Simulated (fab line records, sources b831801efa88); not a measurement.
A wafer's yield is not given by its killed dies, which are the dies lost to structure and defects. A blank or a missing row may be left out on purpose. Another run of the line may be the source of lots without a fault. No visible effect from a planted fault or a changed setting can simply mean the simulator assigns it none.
Which tool is to blame? + flow gf180mcu + 18 wafers sampled from 6 lots at 1 step of a route of 602

## WHAT THE GAUGES SHOWED, per wafer
GF_HV_LDD_THK_MEAS_57.
| lot  | measured     | on            | HV_LDD_CVD_56_THK (nm) |
|------|--------------|---------------|------------------------|
| L885 | day 13 00:35 | film-metro-03 | 89.6 89.0 89.8         |
| L887 | day 13 16:43 | film-metro-03 | 91.1 91.4 91.6         |
| L889 | day 13 23:42 | film-metro-04 | 90.2 90.7 91.0         |
| L892 | day 15 05:17 | film-metro-01 | 89.8 89.5 88.9         |
| L904 | day 19 03:23 | film-metro-01 | 90.3 89.7 90.0         |
| L906 | day 19 20:57 | film-metro-01 | 91.3 91.1 90.4         |

## WHAT TOOL EACH LOT RAN ON (gives the tool, then ch and the chambers of the sampled wafers, and finally the start)
No process step before these readings appears in the record.

## THE ANSWER, worked out from the rows above alone
Rule: usual is defined by the lots themselves. The widest of any qualifying gaps counts: lots, ordered by their means at a reading, are off when they make up no more than a third of the lots, leave a main group of 4 or more, and stand apart from it by 3 or more times the standard deviation of that group's means. The tables above print the reading to a certain number of digits; a main group whose means all agree to those digits is not used. A lot without any number at a reading at which 4 lots or more have one is off too. All remaining lots with rows at the step are treated as sound.
No lot is off at any reading shown: from this, nothing can be told.

## WHAT THE SIMULATOR HAD PUT IN
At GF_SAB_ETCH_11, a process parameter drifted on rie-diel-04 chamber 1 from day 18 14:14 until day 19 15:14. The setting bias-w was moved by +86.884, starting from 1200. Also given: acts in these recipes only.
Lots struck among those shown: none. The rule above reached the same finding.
